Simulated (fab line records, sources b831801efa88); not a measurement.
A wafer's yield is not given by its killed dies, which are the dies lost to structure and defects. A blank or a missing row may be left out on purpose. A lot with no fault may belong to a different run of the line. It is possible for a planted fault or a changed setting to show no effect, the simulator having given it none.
Code-filled problem report in 8D (eight disciplines) form | flow sfq-line | the parts of the form that need people (team, actions taken, sign-off) are left out

## 1. PROBLEM STATEMENT
Mean of heater-power-total-W at SFQ_TRILAYER_M2_LITHO_PEB_060: 85.61 W across 6 wafers in 2 lots; on wafers with no fault it is 79.15 W (standard deviation 0.073). Measured from the usual mean, that is +88 standard deviations.
The step: peb time 60 s.
First observed at day 34 09:59: wafer L595.3, on litho-track-04. The record holds 30 wafers of 10 lots with a number at this step. Rule for "out", or "out of limits": more than 4 standard deviations from the usual mean. Any other wafer with a number is counted as sound.

## 2. WHAT IT IS, WHAT IT ISN'T
question                    | is                     | is not
which readings at this step | heater-power-total-W   | chill-plate-temp-C
which lots                  | L595, L599             | L585, L586, L587, L588, L604, L606, L607, L608
which wafers of those lots  | all that have a number | -
read on which tools         | litho-track-04         | litho-track-02, litho-track-03
when                        | from day 34 09:59      | up to then (12 sound wafers); but 12 sound wafers of L604, L606, L607, L608 came after

## 3. THE SUSPECTS, EACH WITH WHAT RULES IT OUT
Counting: a tool at any process step up to the reading remains a suspect when it ran all the lots that are out and ran no sound lot after the first of those.
- litho-track-04 at SFQ_TRILAYER_M2_LITHO_PEB_060 (peb time 60 s): kept. It ran every lot that is out, first L595 (day 34 09:59), and no sound lot after that. Out on those wafers are its own readings of heater-power-total-W.
After counting, what remains is litho-track-04 at SFQ_TRILAYER_M2_LITHO_PEB_060.

## 4. THE CAUSE (what the simulator had put in)
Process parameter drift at SFQ_TRILAYER_M2_LITHO_PEB_060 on litho-track-04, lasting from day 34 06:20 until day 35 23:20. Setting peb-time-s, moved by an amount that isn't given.
This tool alone remained once counting was done.

## 5. THE EFFECT CHAIN, in route order
Each row: a reading whose mean over the struck wafers that have a number lies more than 3 standard deviations from the usual. Only readings whose record carries a usual standard deviation are examined. hours: median over the lots of the time between each lot's start at the first step of this table that gives one and its start at this step. sigmas: the change, counted in usual standard deviations.
hours | step                          | reading              | usual   | on struck wafers | change | sigmas
0     | SFQ_TRILAYER_M2_LITHO_PEB_060 | heater-power-total-W | 79.15 W | 85.61            | +6.45  | +88
Its process steps:
- SFQ_TRILAYER_M2_LITHO_PEB_060: peb time 60 s.

## 6. HOW IT WOULD HAVE BEEN CAUGHT EARLIER
The fault began at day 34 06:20; the first out-of-limits reading in this record came at day 34 09:59, 4 hours later.
